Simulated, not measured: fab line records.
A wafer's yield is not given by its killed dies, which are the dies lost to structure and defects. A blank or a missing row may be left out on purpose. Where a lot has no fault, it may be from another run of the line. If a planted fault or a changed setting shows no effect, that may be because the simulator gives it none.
Tool commonality check / flow gf180mcu / Sample size 11 lots and 31 wafers

THE REASON FOR OPENING IT
1 of 11 lots carry a flag on the reading MIM_ALCU_RS at GF_MIM_RS_MEAS_10. No-fault wafers: 0.1594 ohm/sq, standard deviation 0.0019.
Rule: a lot is flagged in two cases, either no wafer of it has a number, or all its wafers with numbers fall more than 4 standard deviations from that mean. All remaining lots are regarded as sound.

lot=L283; measured=day 24 11:59; on=film-metro-04; MIM_ALCU_RS (ohm/sq), wafer by wafer=0.1610 0.1598 0.1589; flag=
lot=L288; measured=day 26 02:46; on=film-metro-01; MIM_ALCU_RS (ohm/sq), wafer by wafer=0.1630 0.1619 0.1621; flag=
lot=L289; measured=day 26 11:53; on=film-metro-03; MIM_ALCU_RS (ohm/sq), wafer by wafer=0.1594 0.1595 0.1594; flag=
lot=L290; measured=day 26 20:31; on=film-metro-04; MIM_ALCU_RS (ohm/sq), wafer by wafer=0.1601 0.1583 0.1602; flag=
lot=L291; measured=day 27 07:20; on=film-metro-04; MIM_ALCU_RS (ohm/sq), wafer by wafer=0.1587 0.1576 0.1584; flag=
lot=L294; measured=day 28 02:20; on=film-metro-04; MIM_ALCU_RS (ohm/sq), wafer by wafer=0.1758; flag=FLAGGED
lot=L296; measured=day 28 17:32; on=film-metro-03; MIM_ALCU_RS (ohm/sq), wafer by wafer=0.1596 0.1589 0.1592; flag=
lot=L297; measured=day 29 01:17; on=film-metro-01; MIM_ALCU_RS (ohm/sq), wafer by wafer=0.1624 0.1604 0.1633; flag=
lot=L302; measured=day 30 07:08; on=film-metro-04; MIM_ALCU_RS (ohm/sq), wafer by wafer=0.1611 0.1602 0.1613; flag=
lot=L303; measured=day 30 12:03; on=film-metro-01; MIM_ALCU_RS (ohm/sq), wafer by wafer=0.1621 0.1631 0.1621; flag=
lot=L305; measured=day 31 04:26; on=film-metro-04; MIM_ALCU_RS (ohm/sq), wafer by wafer=0.1606 0.1618 0.1606; flag=
On average the flagged lots' numbers are 0.1758 ohm/sq, which is +0.0164 ohm/sq against the usual, or +9 standard deviations.

WHICH TOOL EACH LOT WENT THROUGH
Before the reading, the record contains 2 process steps out of a 602-step route. Each cell gives the tool, then ch followed by the chambers the sampled wafers passed through, then the start.
lot=L283; flag=; GF_MIM_SPUTTER_01=pvd-sputter-02, day 24 11:38; GF_MIM_SPUTTER_08=pvd-sputter-04, day 24 11:54
lot=L288; flag=; GF_MIM_SPUTTER_01=pvd-sputter-02, day 26 02:26; GF_MIM_SPUTTER_08=pvd-sputter-01, day 26 02:42
lot=L289; flag=; GF_MIM_SPUTTER_01=pvd-sputter-04, day 26 11:32; GF_MIM_SPUTTER_08=pvd-sputter-01, day 26 11:48
lot=L290; flag=; GF_MIM_SPUTTER_01=pvd-sputter-04, day 26 20:10; GF_MIM_SPUTTER_08=pvd-sputter-02, day 26 20:26
lot=L291; flag=; GF_MIM_SPUTTER_01=pvd-sputter-04, day 27 06:58; GF_MIM_SPUTTER_08=pvd-sputter-02, day 27 07:14
lot=L294; flag=FLAGGED; GF_MIM_SPUTTER_01=pvd-sputter-04, day 28 02:01; GF_MIM_SPUTTER_08=pvd-sputter-02, day 28 02:17
lot=L296; flag=; GF_MIM_SPUTTER_01=pvd-sputter-02, day 28 17:14; GF_MIM_SPUTTER_08=pvd-sputter-04, day 28 17:29
lot=L297; flag=; GF_MIM_SPUTTER_01=pvd-sputter-04, day 29 00:59; GF_MIM_SPUTTER_08=pvd-sputter-01, day 29 01:14
lot=L302; flag=; GF_MIM_SPUTTER_01=pvd-sputter-02, day 30 06:49; GF_MIM_SPUTTER_08=pvd-sputter-01, day 30 07:05
lot=L303; flag=; GF_MIM_SPUTTER_01=pvd-sputter-04, day 30 11:43; GF_MIM_SPUTTER_08=pvd-sputter-01, day 30 11:59
lot=L305; flag=; GF_MIM_SPUTTER_01=pvd-sputter-02, day 31 04:05; GF_MIM_SPUTTER_08=pvd-sputter-04, day 31 04:20
What these steps do:
- GF_MIM_SPUTTER_01: material TiN, target thk 30 nm, time 25 s.
- GF_MIM_SPUTTER_08: material AlCu, target thk 200 nm, time 10.6 s.
- GF_MIM_RS_MEAS_10: measures by four-point-probe.

FLAGGED OVER TOTAL, TOOL BY TOOL (the gauges that took the reading come last)
step=GF_MIM_SPUTTER_01; tool=pvd-sputter-02; lots run=5; flagged=0; share of the flagged lots=none; sound lots run after its first flagged lot=-
step=GF_MIM_SPUTTER_01; tool=pvd-sputter-04; lots run=6; flagged=1; share of the flagged lots=all; sound lots run after its first flagged lot=2 (L297,L303)
step=GF_MIM_SPUTTER_08; tool=pvd-sputter-01; lots run=5; flagged=0; share of the flagged lots=none; sound lots run after its first flagged lot=-
step=GF_MIM_SPUTTER_08; tool=pvd-sputter-02; lots run=3; flagged=1; share of the flagged lots=all; sound lots run after its first flagged lot=0
step=GF_MIM_SPUTTER_08; tool=pvd-sputter-04; lots run=3; flagged=0; share of the flagged lots=none; sound lots run after its first flagged lot=-
step=GF_MIM_RS_MEAS_10; tool=film-metro-01; lots run=3; flagged=0; share of the flagged lots=none; sound lots run after its first flagged lot=-
step=GF_MIM_RS_MEAS_10; tool=film-metro-03; lots run=2; flagged=0; share of the flagged lots=none; sound lots run after its first flagged lot=-
step=GF_MIM_RS_MEAS_10; tool=film-metro-04; lots run=6; flagged=1; share of the flagged lots=all; sound lots run after its first flagged lot=2 (L302,L305)

WHAT IS ALLOWED BY THE TABLE
pvd-sputter-04 at GF_MIM_SPUTTER_01, pvd-sputter-02 at GF_MIM_SPUTTER_08 and film-metro-04 at GF_MIM_RS_MEAS_10: these 3 rows of the table ran every flagged lot.
- pvd-sputter-04 at GF_MIM_SPUTTER_01 ran 6 lots, 1 of them flagged. Sound lots followed the first flagged one (L297, L303) on it, something a lasting fault affecting the whole tool could not allow.
- pvd-sputter-02 at GF_MIM_SPUTTER_08 ran 3 lots, 1 of them flagged. Its last sound lot is L291 (day 27 07:14), its first flagged lot L294 (day 28 02:17): a fault that began between those two fits.
- film-metro-04 at GF_MIM_RS_MEAS_10 ran 6 lots, 1 of them flagged. Sound lots followed the first flagged one (L302, L305) on it, something a lasting fault affecting the whole tool could not allow.
pvd-sputter-02 at GF_MIM_SPUTTER_08 is the single tool remaining.

WHAT THE SIMULATOR HAD INSERTED
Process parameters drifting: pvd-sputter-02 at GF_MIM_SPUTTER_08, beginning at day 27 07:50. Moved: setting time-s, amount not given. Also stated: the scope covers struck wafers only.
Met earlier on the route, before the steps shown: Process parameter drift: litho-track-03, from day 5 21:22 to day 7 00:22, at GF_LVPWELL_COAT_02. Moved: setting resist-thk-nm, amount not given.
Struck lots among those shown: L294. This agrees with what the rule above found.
